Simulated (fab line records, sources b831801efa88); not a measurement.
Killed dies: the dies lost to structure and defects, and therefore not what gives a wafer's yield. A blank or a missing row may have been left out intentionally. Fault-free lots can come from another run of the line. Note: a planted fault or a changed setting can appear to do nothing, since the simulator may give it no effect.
Matching of chambers :: flow gf180mcu :: GF_STI_CMP_25 on cmp-02: 4 sister chambers
The step polishes, stops on Si3N4, t overpolish 33 s, target thk 524.6 nm. 14 wafers are shown with their chamber, then 7 later ones without.

EACH WAFER AND ITS CHAMBER
wafer: L906.1
chamber: 2
motor-current-A (A): 11.1
slurry-flow-ml-min: 149.8
time-to-endpoint-s (s): 125

wafer: L906.2
chamber: 0
motor-current-A (A): 13.9
slurry-flow-ml-min: 149.4
time-to-endpoint-s (s): 126

wafer: L906.6
chamber: 2
motor-current-A (A): 11.0
slurry-flow-ml-min: 149.9
time-to-endpoint-s (s): 119

wafer: L908.2
chamber: 2
motor-current-A (A): 11.2
slurry-flow-ml-min: 149.8
time-to-endpoint-s (s): 121

wafer: L908.3
chamber: 1
motor-current-A (A): 11.7
slurry-flow-ml-min: 150.5
time-to-endpoint-s (s): 126

wafer: L908.6
chamber: 1
motor-current-A (A): 11.8
slurry-flow-ml-min: 150.7
time-to-endpoint-s (s): 122

wafer: L909.1
chamber: 0
motor-current-A (A): 14.1
slurry-flow-ml-min: 149.7
time-to-endpoint-s (s): 120

wafer: L909.3
chamber: 3
motor-current-A (A): 12.5
slurry-flow-ml-min: 150.0
time-to-endpoint-s (s): 129

wafer: L909.6
chamber: 1
motor-current-A (A): 11.2
slurry-flow-ml-min: 150.2
time-to-endpoint-s (s): 121

wafer: L911.1
chamber: 3
motor-current-A (A): 13.2
slurry-flow-ml-min: 149.7
time-to-endpoint-s (s): 128

wafer: L911.3
chamber: 1
motor-current-A (A): 11.1
slurry-flow-ml-min: 149.8
time-to-endpoint-s (s): 130

wafer: L911.6
chamber: 1
motor-current-A (A): 11.8
slurry-flow-ml-min: 149.9
time-to-endpoint-s (s): 128

wafer: L912.2
chamber: 2
motor-current-A (A): 11.3
slurry-flow-ml-min: 149.9
time-to-endpoint-s (s): 121

wafer: L912.3
chamber: 3
motor-current-A (A): 11.9
slurry-flow-ml-min: 149.5
time-to-endpoint-s (s): 129

SIGNATURES (means of the wafers above)
reading: motor-current-A
chamber 0: 14.000
chamber 1: 11.520
chamber 2: 11.150
chamber 3: 12.533
scatter within a chamber: 0.372

reading: slurry-flow-ml-min
chamber 0: 149.550
chamber 1: 150.220
chamber 2: 149.850
chamber 3: 149.733
scatter within a chamber: 0.277

reading: time-to-endpoint-s
chamber 0: 123.00
chamber 1: 125.40
chamber 2: 121.50
chamber 3: 128.67
scatter within a chamber: 3.11
Rule: for a wafer and a chamber, the distance is found by dividing, reading by reading, the gap between the wafer's reading and the chamber's mean by the reading's scatter, squaring, summing and taking the root. The wafer belongs to the nearest chamber; if the next one is less than 2 further off, it can't be placed. The scatter is the square root of a quotient: the sum, over the shown wafers, of each reading's squared deviation from its chamber's mean, divided by wafers minus chambers.

WAFERS MISSING THEIR CHAMBER
wafer: L912.6
motor-current-A (A): 10.9
slurry-flow-ml-min: 150.3
time-to-endpoint-s (s): 120

wafer: L913.1
motor-current-A (A): 11.2
slurry-flow-ml-min: 149.6
time-to-endpoint-s (s): 131

wafer: L913.4
motor-current-A (A): 13.6
slurry-flow-ml-min: 149.7
time-to-endpoint-s (s): 138

wafer: L913.6
motor-current-A (A): 12.3
slurry-flow-ml-min: 150.3
time-to-endpoint-s (s): 134

wafer: L929.2
motor-current-A (A): 11.7
slurry-flow-ml-min: 150.1
time-to-endpoint-s (s): 141

wafer: L929.5
motor-current-A (A): 11.8
slurry-flow-ml-min: 150.9
time-to-endpoint-s (s): 133

wafer: L929.6
motor-current-A (A): 10.9
slurry-flow-ml-min: 149.4
time-to-endpoint-s (s): 127

THE CHAMBER EACH PASSED THROUGH
wafer: L912.6
from the rows above: can't be placed: 2 or 1
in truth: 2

wafer: L913.1
from the rows above: can't be placed: 1 or 2 or 3
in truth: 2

wafer: L913.4
from the rows above: can't be placed: 3 or 0
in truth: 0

wafer: L913.6
from the rows above: can't be placed: 3 or 1
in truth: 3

wafer: L929.2
from the rows above: can't be placed: 3 or 1 or 2
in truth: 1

wafer: L929.5
from the rows above: can't be placed: 1 or 3
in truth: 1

wafer: L929.6
from the rows above: can't be placed: 2 or 1
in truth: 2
0 of 7 placed correctly. Unplaceable from these rows: 7, with the true chamber sitting among the candidates in 7. 0 placed wrongly.
